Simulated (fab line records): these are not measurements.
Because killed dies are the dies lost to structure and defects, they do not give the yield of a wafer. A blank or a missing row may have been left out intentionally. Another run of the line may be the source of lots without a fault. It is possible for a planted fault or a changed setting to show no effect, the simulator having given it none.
fab line records ; flow sky130
record: lots: 6; wafers: 18; lastDay: 50
route steps=708 shown CAPM@546 METAL3@555 PAD_OPEN@708
lots that met no fault: from a run of the same line without faults
startH: the number of hours between the record's first day and the start of the first shown wafer of the lot ; waitH: how many hours have passed since the lot's step before this one ; " unchanged from the row above ; L1.1+2: several wafers, shown together as one row ; - no value, or no start was given ; * or withheld: withheld ; < > ~ a bound
route shown NAME@n: a module of which the file shows steps, and the number in the route of the first ; usual: mean and standard deviation over wafers with no fault ; same: alike in all rows ; chamber/n: place in a boat ; sites: each site's reading ; _std_site: the standard deviation of these ; _edge_site: the outer-site mean with the inner-site mean subtracted ; radiusMm: for every site, how far away it sits from the centre of the wafer ; mask NAME#n: copy n ; behind: the most recent tool/chamber to have shaped the wafer ; hold: why the lot went on hold/how many hours it stayed there/how the hold came to an end ; device: the n, p or np transistor that did not switch ; end of line: the same wafers' tests at the end of the route ; where a step has no rows: the recipe by itself ; killed: not the wafer's yield, but the dies lost to structure and defects at the first sort ; map: dies across one wafer; x = killed, . = not, _ = none there
set.NAME: setting as actually run; set.NAME@STEP: the setting as run at that earlier step ; model.NAME: the simulator's own value behind a step, which no gauge read
lots seen at some steps along the route; tables by step, rows by wafer
services: from which hour (startH, from the record's first day; less than 0 if before it) a tool's chamber was out of use, for how many hours, and why
== steps ==
step: SKY_CAPM_EXPOSE_09
recipe: maskId: CAPM; na: 0.6; sourceShape: conventional; sigmaOuter: 0.6; polarization: unpolarized; targetCdNm: 1000; doseMj: 159
step: SKY_CAPM_PEB_10
recipe: tempC: withheld; timeS: *; resist: NOVOLAK
step: SKY_CAPM_DEVELOP_11
recipe: resist: NOVOLAK; developer: TMAH; developTimeS: 60; devTempC: 23
step: SKY_CAPM_OVL_MEAS_12
usual: CAPM_OVL: 0.1/1.7
lot.wafer;tool;chamber;startH;waitH;CAPM_OVL[nm]
L510.1;overlay-02;-;877.35;0.1;0.2
L510.2;overlay-02;-;877.35;0.1;0.4
L510.6;overlay-02;-;877.35;0.1;-0.3
L517.1;overlay-02;-;944.80;0.1;0.4
L517.3;overlay-02;-;944.80;0.1;1.5
L517.6;overlay-02;-;944.80;0.1;0.3
L521.1;overlay-01;-;964.11;0.1;-1.3
L521.3;overlay-01;-;964.11;0.1;-1.1
L521.6;overlay-01;-;964.11;0.1;-0.2
L522.1;overlay-01;-;971.66;0.1;-0.8
L522.2;overlay-01;-;971.66;0.1;-1.0
L522.6;overlay-01;-;971.66;0.1;-2.3
L524.2;overlay-01;-;984.17;0.1;-0.4
L524.3;overlay-01;-;984.17;0.1;-2.8
L524.4;overlay-01;-;984.17;0.1;-1.1
L532.1;overlay-01;-;1028.90;0.1;3.7
L532.3;overlay-01;-;1028.90;0.1;3.1
L532.5;overlay-01;-;1028.90;0.1;1.0
step: SKY_CAPM_METAL_ETCH_13
recipe: targetDepthNm: 220; stopOn: SiO2; chemistry: Cl2/BCl3; target: TiN; pressureMtorr: 10; icpW: 900; biasW: 48.5; Cl2_flow_sccm: 60; bcl3FlowSccm: 30; timeS: 62.9
usual: drypumpMotorCurrentA: 5.7/0.42; oesProductAu: 0.938/0.0085; throttleValvePct: 21.904/0.01
same: timeS: 62.9
lot.wafer;tool;chamber;startH;waitH;drypumpMotorCurrentA;oesProductAu;rfHoursCounterH;throttleValvePct
L510.1;rieMetal-03;0;877.39;0.0;5.3;0.939;5;21.903
L510.2;rieMetal-03;1;877.39;0.0;5.3;0.932;13;21.918
L510.6;rieMetal-03;0;877.39;0.0;5.3;0.933;-;21.916
L517.1;rieMetal-03;0;944.84;0.0;5.3;0.926;9;21.916
L517.3;rieMetal-03;0;944.84;0.0;5.3;0.932;-;21.901
L517.6;rieMetal-03;0;944.84;0.0;5.3;0.944;-;21.906
L521.1;rieMetal-01;1;964.15;0.0;6.0;0.927;6;21.912
L521.3;rieMetal-01;0;964.15;0.0;5.4;0.941;-;21.904
L521.6;rieMetal-01;1;964.15;0.0;6.0;0.917;-;21.930
L522.1;rieMetal-02;1;971.70;0.0;6.4;0.934;14;21.903
L522.2;rieMetal-02;0;971.70;0.0;6.0;0.937;13;21.896
L522.6;rieMetal-02;0;971.70;0.0;6.0;0.939;-;21.904
L524.2;rieMetal-02;1;984.20;0.0;6.5;0.944;15;21.909
L524.3;rieMetal-02;0;984.20;0.0;6.0;0.949;-;21.896
L524.4;rieMetal-02;1;984.20;0.0;6.5;0.947;-;21.900
L532.1;rieMetal-02;1;1028.94;0.0;6.5;0.924;18;21.911
L532.3;rieMetal-02;1;1028.94;0.0;6.5;0.939;-;21.903
L532.5;rieMetal-02;1;1028.94;0.0;6.5;0.934;-;21.888
step: SKY_CAPM_STRIP_14
recipe: chemistry: O2/N2; powerW: 1400; pressureMtorr: 1500; platenTempC: withheld; o2FlowSccm: 3000; n2FlowSccm: 300; overashFraction: 0.5
usual: drypumpMotorCurrentA: 5.9/0.38; oesProductAu: 0.711/0.0046; stripTimeToEndpointS: 12.66/0.034
lot.wafer;tool;chamber;startH;waitH;drypumpMotorCurrentA;oesProductAu;rfHoursCounterH;stripTimeToEndpointS
L510.1;plasmaAsher-01;1;877.47;0.1;5.3;0.703;42;12.62
L510.2;plasmaAsher-01;0;877.47;0.1;6.1;0.709;42;12.68
L510.6;plasmaAsher-01;0;877.47;0.1;6.1;0.707;-;12.64
L517.1;plasmaAsher-03;1;944.99;0.1;5.6;0.708;115;12.63
L517.3;plasmaAsher-03;1;944.99;0.1;5.7;0.712;-;12.61
L517.6;plasmaAsher-03;0;944.99;0.1;5.9;0.711;-;12.64
L521.1;plasmaAsher-02;0;964.23;0.1;6.5;0.703;87;12.66
L521.3;plasmaAsher-02;1;964.23;0.1;5.8;0.710;-;12.68
L521.6;plasmaAsher-02;0;964.23;0.1;6.5;0.705;-;12.67
L522.1;plasmaAsher-01;0;971.78;0.1;6.1;0.713;51;12.72
L522.2;plasmaAsher-01;1;971.78;0.1;5.3;0.715;51;12.69
L522.6;plasmaAsher-01;0;971.78;0.1;6.1;0.711;-;12.70
L524.2;plasmaAsher-02;1;984.28;0.1;5.8;0.709;89;12.70
L524.3;plasmaAsher-02;1;984.28;0.1;5.9;0.709;-;12.65
L524.4;plasmaAsher-02;0;984.28;0.1;6.5;0.712;-;12.65
L532.1;plasmaAsher-01;0;1029.02;0.1;6.1;0.712;57;12.66
L532.3;plasmaAsher-01;1;1029.02;0.1;5.3;0.710;-;12.65
L532.5;plasmaAsher-01;0;1029.02;0.1;6.1;0.713;-;12.69
step: SKY_CAPM_STRIP_15
recipe: chemistry: postEtchResidueRemover; timeS: 1200; tempC: 72.5
step: SKY_CAPM_CLEAN_16
recipe: chemistry: IPA; timeS: 180; tempC: 25
step: SKY_CAPM_CLEAN_17
recipe: chemistry: O3/DIW; dry: n2Spin
step: SKY_METAL3_DEHYDRATE_05
recipe: tempC: 200; timeS: 60
step: SKY_METAL3_HMDS_06
recipe: primeTimeS: 60; primeTempC: 120
step: SKY_METAL3_COAT_07
recipe: resist: BARC; tempC: withheld; timeS: withheld; spinRpm: 3000; resistThkNm: 60
step: SKY_METAL3_COAT_08
recipe: resist: KrF-thick; spinRpm: 3000; resistThkNm: 1140
lot.wafer;tool;chamber;startH;waitH;model.KrF-thick_of_METAL3_COAT_08.thkNm
L510.1+2;lithoTrack-04;0;890;-;1140
L510.6;lithoTrack-04;0;890;-;1138
L517.1;lithoTrack-02;0;957;-;1137
L517.3;lithoTrack-02;0;957;-;1141
L517.6;lithoTrack-02;0;957;-;1140
L521.1+6;lithoTrack-01;0;975;-;1142
L521.3;lithoTrack-01;0;975;-;1139
L522.1;lithoTrack-02;0;983;-;1174
L522.2;lithoTrack-02;0;983;-;1175
L522.6;lithoTrack-02;0;984;-;1168
L524.2;lithoTrack-02;0;996;-;1165
L524.3;lithoTrack-02;0;996;-;1169
L524.4;lithoTrack-02;0;996;-;1170
L532.1+3;lithoTrack-01;0;1040;-;1138
L532.5;lithoTrack-01;0;1040;-;1139
step: SKY_METAL3_SOFTBAKE_09
recipe: tempC: 100; timeS: 90; resist: KrF-thick
step: SKY_METAL3_EXPOSE_10
recipe: maskId: MM3; na: 0.68; sourceShape: annular; sigmaInner: 0.4; sigmaOuter: 0.8; targetCdNm: 300; doseMj: 28
step: SKY_METAL3_PEB_11
recipe: pebTempC: withheld; pebTimeS: withheld; resist: KrF-thick
step: SKY_METAL3_DEVELOP_12
recipe: developTimeS: 60; resist: KrF-thick; devTempC: 21
step: SKY_METAL3_CD_MEAS_13
recipe: targetCdNm: 300
usual: cdNm: 299.7/1.5
lot.wafer;tool;chamber;startH;waitH;cdNm
L510.1;cdSem-01;-;903.60;-;302.1
L510.2;cdSem-01;-;903.60;-;300.9
L510.6;cdSem-01;-;903.60;-;300.5
L517.1;cdSem-02;-;969.86;-;297.7
L517.3;cdSem-02;-;969.86;-;298.0
L517.6;cdSem-02;-;969.86;-;298.4
L521.1;cdSem-01;-;987.61;-;298.3
L521.3;cdSem-01;-;987.61;-;298.9
L521.6;cdSem-01;-;987.61;-;299.2
L522.1;cdSem-02;-;995.96;-;301.9
L522.2;cdSem-02;-;995.96;-;301.5
L522.6;cdSem-02;-;995.96;-;301.3
L524.2;cdSem-01;-;1007.83;-;299.0
L524.3;cdSem-01;-;1007.83;-;298.6
L524.4;cdSem-01;-;1007.83;-;299.3
L532.1;cdSem-01;-;1051.10;-;298.9
L532.3;cdSem-01;-;1051.10;-;298.9
L532.5;cdSem-01;-;1051.10;-;297.6
step: SKY_METAL3_OVL_MEAS_14
usual: METAL3_OVL: 1/4.6
lot.wafer;tool;chamber;startH;waitH;METAL3_OVL[nm]
L510.1;overlay-01;-;903.72;0.1;7
L510.2;overlay-01;-;903.72;0.1;-1
L510.6;overlay-01;-;903.72;0.1;0
L517.1;overlay-02;-;969.98;0.1;0
L517.3;overlay-02;-;969.98;0.1;-3
L517.6;overlay-02;-;969.98;0.1;-2
L521.1;overlay-01;-;987.73;0.1;0
L521.3;overlay-01;-;987.73;0.1;1
L521.6;overlay-01;-;987.73;0.1;1
L522.1;overlay-01;-;996.08;0.1;-3
L522.2;overlay-01;-;996.08;0.1;2
L522.6;overlay-01;-;996.08;0.1;2
L524.2;overlay-02;-;1007.94;0.1;3
L524.3;overlay-02;-;1007.94;0.1;2
L524.4;overlay-02;-;1007.94;0.1;5
L532.1;overlay-01;-;1051.22;0.1;6
L532.3;overlay-01;-;1051.22;0.1;12
L532.5;overlay-01;-;1051.22;0.1;9
step: SKY_METAL3_DESCUM_15
recipe: chemistry: O2; sourcePowerW: 150; biasPowerW: 0; pressureMtorr: 10; tempC: 40; timeS: 8
usual: drypumpMotorCurrentA: 5.95/0.29; oesProductAu: 1.002/0.01
same: biasPowerW: 0; timeS: 8
lot.wafer;tool;chamber;startH;waitH;drypumpMotorCurrentA;oesProductAu;rfHoursCounterH
L510.1;rieMetal-01;1;903.76;0.0;5.99;0.994;3
L510.2;rieMetal-01;0;903.76;0.0;5.42;1.001;15
L510.6;rieMetal-01;0;903.76;0.0;5.42;0.999;-
L517.1;rieMetal-04;1;970.02;0.0;5.90;1.012;2
L517.3;rieMetal-04;0;970.02;0.0;5.86;1.015;-
L517.6;rieMetal-04;1;970.02;0.0;5.90;1.004;-
L521.1;rieMetal-01;0;987.77;0.0;5.43;1.002;19
L521.3;rieMetal-01;1;987.77;0.0;5.98;0.998;-
L521.6;rieMetal-01;0;987.77;0.0;5.44;0.983;-
L522.1;rieMetal-01;0;996.12;0.0;5.42;0.990;20
L522.2;rieMetal-01;1;996.12;0.0;5.96;1.005;8
L522.6;rieMetal-01;1;996.12;0.0;5.98;1.000;-
L524.2;rieMetal-02;0;1007.97;0.0;6.00;0.999;15
L524.3;rieMetal-02;1;1007.97;0.0;6.46;0.991;-
L524.4;rieMetal-02;0;1007.97;0.0;6.00;1.004;-
L532.1;rieMetal-04;0;1051.26;0.0;5.79;1.011;5
L532.3;rieMetal-04;0;1051.26;0.0;5.79;1.023;-
L532.5;rieMetal-04;0;1051.26;0.0;5.84;1.015;-
step: SKY_METAL3_ETCH_16
recipe: chemistry: N2/H2; target: BARC; ionEnergyEv: 200; biasW: 100; pressureMtorr: 30; n2FlowSccm: 100; h2FlowSccm: 200; icpW: 500; stopOn: SiO2; timeS: 88.2; targetDepthA: 600
usual: drypumpMotorCurrentA: 5.95/0.29; oesProductAu: 0.626/0.0044; throttleValvePct: 13.205/0.0088
same: timeS: 88.2
lot.wafer;tool;chamber;startH;waitH;drypumpMotorCurrentA;oesProductAu;rfHoursCounterH;throttleValvePct
L510.1;rieMetal-01;1;903.79;0.0;5.98;0.626;3;13.212
L510.2;rieMetal-01;0;903.79;0.0;5.42;0.623;15;13.208
L510.6;rieMetal-01;0;903.79;0.0;5.42;0.625;-;13.202
L517.1;rieMetal-04;1;970.05;0.0;5.95;0.628;2;13.208
L517.3;rieMetal-04;0;970.05;0.0;5.82;0.630;-;13.191
L517.6;rieMetal-04;1;970.05;0.0;5.90;0.618;-;13.209
L521.1;rieMetal-01;0;987.80;0.0;5.43;0.629;19;13.204
L521.3;rieMetal-01;1;987.80;0.0;5.99;0.619;-;13.213
L521.6;rieMetal-01;0;987.80;0.0;5.42;0.627;-;13.207
L522.1;rieMetal-01;0;996.15;0.0;5.43;0.625;20;13.196
L522.2;rieMetal-01;1;996.15;0.0;6.02;0.627;8;13.208
L522.6;rieMetal-01;1;996.15;0.0;6.01;0.623;-;13.235
L524.2;rieMetal-02;0;1008.00;0.0;6.03;0.626;15;13.192
L524.3;rieMetal-02;1;1008.00;0.0;6.43;0.628;-;13.200
L524.4;rieMetal-02;0;1008.00;0.0;6.02;0.626;-;13.224
L532.1;rieMetal-04;0;1051.29;0.0;5.85;0.631;5;13.202
L532.3;rieMetal-04;0;1051.29;0.0;5.86;0.623;-;13.205
L532.5;rieMetal-04;0;1051.29;0.0;5.86;0.627;-;13.212
step: SKY_METAL3_ETCH_17
recipe: target: SiO2; stopOn: TiN; chemistry: C4F8/O2/Ar; sourceW: 1500; biasW: 1200; pressureMtorr: 40; c4f8FlowSccm: withheld; O2_flow_sccm: 6; Ar_flow_sccm: 300; timeS: 3.9; targetDepthA: 150
usual: oesProductAu: 0.755/0.0069
same: timeS: 3.9
lot.wafer;tool;chamber;startH;waitH;oesProductAu;rfHoursCounterH
L510.1;rieDiel-04;2;903.89;0.1;0.767;15
L510.2;rieDiel-04;3;903.89;0.1;0.761;23
L510.6;rieDiel-04;1;903.89;0.1;0.761;-
L517.1;rieDiel-01;1;970.15;0.1;0.758;18
L517.3;rieDiel-01;0;970.15;0.1;0.756;15
L517.6;rieDiel-01;2;970.15;0.1;0.759;-
L521.1;rieDiel-03;2;987.90;0.1;0.753;13
L521.3;rieDiel-03;1;987.90;0.1;0.748;20
L521.6;rieDiel-03;3;987.90;0.1;0.764;-
L522.1;rieDiel-04;3;996.25;0.1;0.751;26
L522.2;rieDiel-04;0;996.25;0.1;0.750;17
L522.6;rieDiel-04;0;996.25;0.1;0.749;-
L524.2;rieDiel-04;0;1008.10;0.1;0.748;18
L524.3;rieDiel-04;1;1008.10;0.1;0.752;15
L524.4;rieDiel-04;3;1008.10;0.1;0.764;26
L532.1;rieDiel-03;3;1051.39;0.1;0.748;17
L532.3;rieDiel-03;2;1051.39;0.1;0.760;15
L532.5;rieDiel-03;1;1051.39;0.1;0.769;-
step: SKY_METAL3_METAL_ETCH_18
recipe: targetDepthA: 8450; stopOn: SiO2; overEtchFrac: 0.3; timeS: 183.1; chemistry: Cl2/BCl3; resistSidewallDeg: 88; pressureMtorr: 10; icpW: 900; biasW: 48.5; Cl2_flow_sccm: 60; bcl3FlowSccm: 30
usual: drypumpMotorCurrentA: 5.9/0.32; oesProductAu: 0.868/0.0065; throttleValvePct: 22.265/0.0088
same: timeS: 183.1
lot.wafer;tool;chamber;startH;waitH;drypumpMotorCurrentA;oesProductAu;rfHoursCounterH;throttleValvePct;model.KrF-thick_of_METAL3_COAT_08.thkNm
L510.1;rieMetal-02;0;903.91;0.0;6.0;0.865;9;22.261;526.8
L510.2;rieMetal-02;1;903.91;0.0;6.4;0.862;11;22.256;530.3
L510.6;rieMetal-02;1;903.91;0.0;6.5;0.865;-;22.264;524.8
L517.1;rieMetal-02;1;970.17;0.0;6.4;0.872;14;22.249;530.5
L517.3;rieMetal-02;0;970.17;0.0;6.0;0.867;-;22.293;524.4
L517.6;rieMetal-02;0;970.17;0.0;6.0;0.874;-;22.263;522.2
L521.1;rieMetal-04;0;987.92;0.0;5.9;0.878;1;22.264;505
L521.3;rieMetal-04;0;987.92;0.0;5.9;0.867;-;22.273;500.1
L521.6;rieMetal-04;1;987.92;0.0;5.9;0.873;-;22.257;518.8
L522.1;rieMetal-02;1;996.27;0.0;6.5;0.877;16;22.261;562.5
L522.2;rieMetal-02;0;996.27;0.0;6.0;0.877;14;22.257;562.8
L522.6;rieMetal-02;0;996.27;0.0;6.0;0.877;-;22.247;547.4
L524.2;rieMetal-01;0;1008.12;0.0;5.4;0.880;20;22.267;556.9
L524.3;rieMetal-01;1;1008.12;0.0;6.0;0.876;-;22.269;560.2
L524.4;rieMetal-01;0;1008.12;0.0;5.4;0.860;-;22.256;564.6
L532.1;rieMetal-02;1;1051.41;0.0;6.4;0.876;19;22.270;527.8
L532.3;rieMetal-02;1;1051.41;0.0;6.5;0.858;-;22.266;528.1
L532.5;rieMetal-02;0;1051.41;0.0;6.0;0.865;-;22.255;525.2
step: SKY_METAL3_STRIP_19
recipe: chemistry: O2/N2; powerW: 1400; pressureMtorr: 1500; platenTempC: withheld; o2FlowSccm: 3000; n2FlowSccm: 300; overashFraction: 0.5
usual: drypumpMotorCurrentA: 5.8/0.44; oesProductAu: 0.502/0.0058; stripTimeToEndpointS: 6.54/0.083
lot.wafer;tool;chamber;startH;waitH;drypumpMotorCurrentA;oesProductAu;rfHoursCounterH;stripTimeToEndpointS
L510.1;plasmaAsher-01;0;904.09;0.1;6.1;0.503;44;6.54
L510.2;plasmaAsher-01;1;904.09;0.1;5.3;0.502;44;6.56
L510.6;plasmaAsher-01;0;904.09;0.1;6.1;0.506;-;6.50
L517.1;plasmaAsher-04;0;970.34;0.1;5.9;0.500;23;6.55
L517.3;plasmaAsher-04;0;970.34;0.1;5.9;0.500;-;6.51
L517.6;plasmaAsher-04;0;970.34;0.1;5.9;0.501;-;6.48
L521.1;plasmaAsher-04;0;988.09;0.1;6.0;0.494;24;6.33
L521.3;plasmaAsher-04;1;988.09;0.1;5.3;0.487;-;6.27
L521.6;plasmaAsher-04;0;988.09;0.1;5.9;0.503;-;6.45
L522.1;plasmaAsher-04;0;996.44;0.1;6.0;0.517;25;6.88
L522.2;plasmaAsher-04;1;996.44;0.1;5.2;0.517;25;6.90
L522.6;plasmaAsher-04;0;996.44;0.1;6.0;0.516;-;6.74
L524.2;plasmaAsher-01;1;1008.29;0.1;5.3;0.517;54;6.83
L524.3;plasmaAsher-01;1;1008.29;0.1;5.3;0.513;-;6.87
L524.4;plasmaAsher-01;0;1008.29;0.1;6.1;0.512;-;6.90
L532.1;plasmaAsher-04;0;1051.59;0.1;5.9;0.505;31;6.55
L532.3;plasmaAsher-04;0;1051.59;0.1;6.0;0.493;-;6.54
L532.5;plasmaAsher-04;0;1051.59;0.1;5.9;0.503;-;6.52
step: SKY_METAL3_STRIP_20
recipe: chemistry: postEtchResidueRemover; timeS: 1200; tempC: 72.5
step: SKY_PAD_OPEN_PROBE_99
usual: defectLimitedYield: 82.7/1.9; killed_at_M0_to_M3: 43/6.8; killed_at_M4_up: 3.0/1.8; killedAtContacts: 23/5.4; killedAtFrontEnd: 15/4.4; killedAtOther: 0.3/0.51; killedDies: 85/9.2; killedOpen: 47/6.8; killedShort: 39/6.8; sort_bin_3_pad_short: 0.8/0.43; sort_bin_5_function: 10.3/1.5; sort_bin_6_memory: 6.2/0.96; sortNPass: 407/9.2; sortYieldPct: 82.7/1.9
same: grossDies: 492; killedAtBackSide: 0; sort_bin_4_leakage[%]: 0; sort_bin_8_speed[%]: 0
lot.wafer;tool;chamber;startH;waitH;defectLimitedYield[%];killed_at_M0_to_M3;killed_at_M4_up;killedAtContacts;killedAtFrontEnd;killedAtOther;killedDies;killedOpen;killedShort;sort_bin_3_pad_short[%];sort_bin_5_function[%];sort_bin_6_memory[%];sortNPass;sortYieldPct[%]
L510.1;prober-02;-;1075.02;0.1;80.9;45;2;32;14;1;94;55;39;1.2;11.4;6.5;398;80.9
L510.2;prober-02;-;1075.07;0.1;79.3;55;1;26;20;0;102;53;49;1.2;11.8;7.7;390;79.3
L510.6;prober-02;-;1075.27;0.2;83.3;41;1;28;11;1;82;40;42;2.0;7.3;7.3;410;83.3
L522.1;prober-02;-;1152.29;0.1;85.0;43;7;17;7;0;74;47;27;1.0;9.3;4.7;418;85.0
L522.2;prober-02;-;1152.34;0.1;82.5;38;4;27;17;0;86;44;42;0.4;11.4;5.7;406;82.5
L522.6;prober-02;-;1152.54;0.2;80.7;50;4;26;14;1;95;46;49;1.0;11.0;7.3;397;80.7
L524.2;prober-02;-;1162.83;0.1;82.1;44;5;22;16;1;88;53;35;0.8;10.2;6.9;404;82.1
L524.3;prober-02;-;1162.88;0.2;84.1;36;1;22;19;0;78;43;35;0.4;11.2;4.3;414;84.1
L524.4;prober-02;-;1162.93;0.2;82.1;37;2;23;26;0;88;50;38;1.4;10.6;5.9;404;82.1
killed by level:class
L510.1 VIA1:geometricParticle:open=12 CONTACT:geometricParticle:open=10 LI_CONTACT:geometricParticle:open=10 VIA2:geometricParticle:open=6 CONTACT:geometricParticle:short=5 METAL2:geometricParticle:short=5 VIA3:geometricParticle:open=5 FIELD_ISO:geometricParticle:open=4
L510.2 VIA1:geometricParticle:open=17 METAL2:geometricParticle:short=9 LI_CONTACT:geometricParticle:open=7 CONTACT:geometricParticle:open=7 METAL1:geometricParticle:short=6 VIA2:geometricParticle:open=6 FIELD_ISO:geometricParticle:short=5 FIELD_ISO:geometricParticle:open=5
L510.6 METAL2:geometricParticle:short=12 VIA1:geometricParticle:open=10 CONTACT:geometricParticle:open=9 LI_CONTACT:geometricParticle:open=8 LI_CONTACT:geometricParticle:short=5 VIA1:geometricParticle:short=5 POLY_GATE:geometricParticle:open=4 LOCAL_INTERCONNECT:geometricParticle:short=4
L522.1 VIA1:geometricParticle:open=15 VIA3:geometricParticle:open=7 METAL2:geometricParticle:short=6 LI_CONTACT:geometricParticle:open=6 METAL4:geometricParticle:short=5 METAL2:geometricParticle:open=5 CONTACT:geometricParticle:short=4 FIELD_ISO:geometricParticle:open=3
L522.2 VIA1:geometricParticle:open=10 LI_CONTACT:geometricParticle:open=7 LI_CONTACT:geometricParticle:short=6 CONTACT:geometricParticle:open=6 VIA1:geometricParticle:short=6 POLY_GATE:geometricParticle:short=5 VIA3:geometricParticle:open=5 FIELD_ISO:geometricParticle:open=4
L522.6 VIA1:geometricParticle:open=11 METAL1:geometricParticle:short=9 VIA2:geometricParticle:open=8 CONTACT:geometricParticle:open=6 LI_CONTACT:geometricParticle:short=6 LOCAL_INTERCONNECT:geometricParticle:short=6 METAL2:geometricParticle:short=6 LI_CONTACT:geometricParticle:open=5
L524.2 VIA1:geometricParticle:open=18 CONTACT:geometricParticle:open=11 VIA2:geometricParticle:open=8 FIELD_ISO:geometricParticle:short=6 FIELD_ISO:geometricParticle:open=5 LI_CONTACT:geometricParticle:open=5 VIA1:geometricParticle:short=5 POLY_GATE:geometricParticle:short=4
L524.3 VIA1:geometricParticle:open=9 LI_CONTACT:geometricParticle:open=8 CONTACT:geometricParticle:open=7 FIELD_ISO:geometricParticle:open=6 VIA1:geometricParticle:short=5 LOCAL_INTERCONNECT:geometricParticle:short=5 FIELD_ISO:geometricParticle:short=4 METAL1:geometricParticle:short=4
L524.4 VIA1:geometricParticle:open=11 CONTACT:geometricParticle:open=9 FIELD_ISO:geometricParticle:short=6 CONTACT:geometricParticle:short=6 VIA1:geometricParticle:short=6 POLY_GATE:geometricParticle:open=5 VIA3:geometricParticle:open=5 FIELD_ISO:geometricParticle:open=4
== services ==
tool;chamber;startH;hours;kind
rieMetal-04;-;857.83;14.6;pm
rieMetal-01;0;859.90;4.0;repair
rieMetal-03;-;875.50;0.3;repair
plasmaAsher-02;-;890.40;2.8;pm
rieMetal-04;-;891.31;2.8;pm
rieMetal-03;1;924.56;20.9;repair
plasmaAsher-02;-;935.86;4.3;repair
rieDiel-03;2;938.91;5.5;repair
plasmaAsher-04;-;942.64;4.4;repair
plasmaAsher-01;-;945.25;4.4;repair
rieDiel-04;1;962.95;9.9;repair
rieDiel-03;3;977.63;2.0;repair
rieDiel-04;3;980.89;3.2;repair
rieMetal-04;1;984.65;1.3;repair
rieMetal-03;0;987.24;25.1;repair
rieDiel-03;0;996.29;115.3;repair
rieMetal-03;-;999.42;0.6;repair
rieDiel-03;2;1006.80;2.0;repair
rieDiel-03;2;1011.03;3.7;repair
rieDiel-04;1;1018.24;9.8;repair
rieDiel-03;3;1019.48;5.2;repair
plasmaAsher-02;-;1019.71;14.2;repair
plasmaAsher-04;-;1037.40;3.3;repair
rieMetal-01;-;1047.77;22.0;repair
== key ==
firstSign: step: SKY_METAL3_STRIP_19; reading: stripTimeToEndpointS; direction: up; sigmas: 3.8; usual: *; struck: *
effect none on later readings
modelEffect: step: SKY_METAL3_COAT_08; value: KrF-thick_of_METAL3_COAT_08.thkNm; without: 1141; struck: 1170
modelEffect: step: SKY_METAL3_METAL_ETCH_18; value: KrF-thick_of_METAL3_COAT_08.thkNm; without: 530.5; struck: 559.1
metAt SKY_METAL3_COAT_08
struckWafers L522.1,L522.2,L522.6,L524.2,L524.3,L524.4
onsetBetween 957 983
alsoFits SKY_METAL3_ETCH_17:rieDiel-04
fault: kind: processParameterDrift; tool: lithoTrack-02; chamber: -; onsetH: 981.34; steps: SKY_METAL3_COAT_08; channel: resistThkNm; offset: 28.551; shape: step; endH: 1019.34; actsIn: theseRecipesOnly; stated: 1140
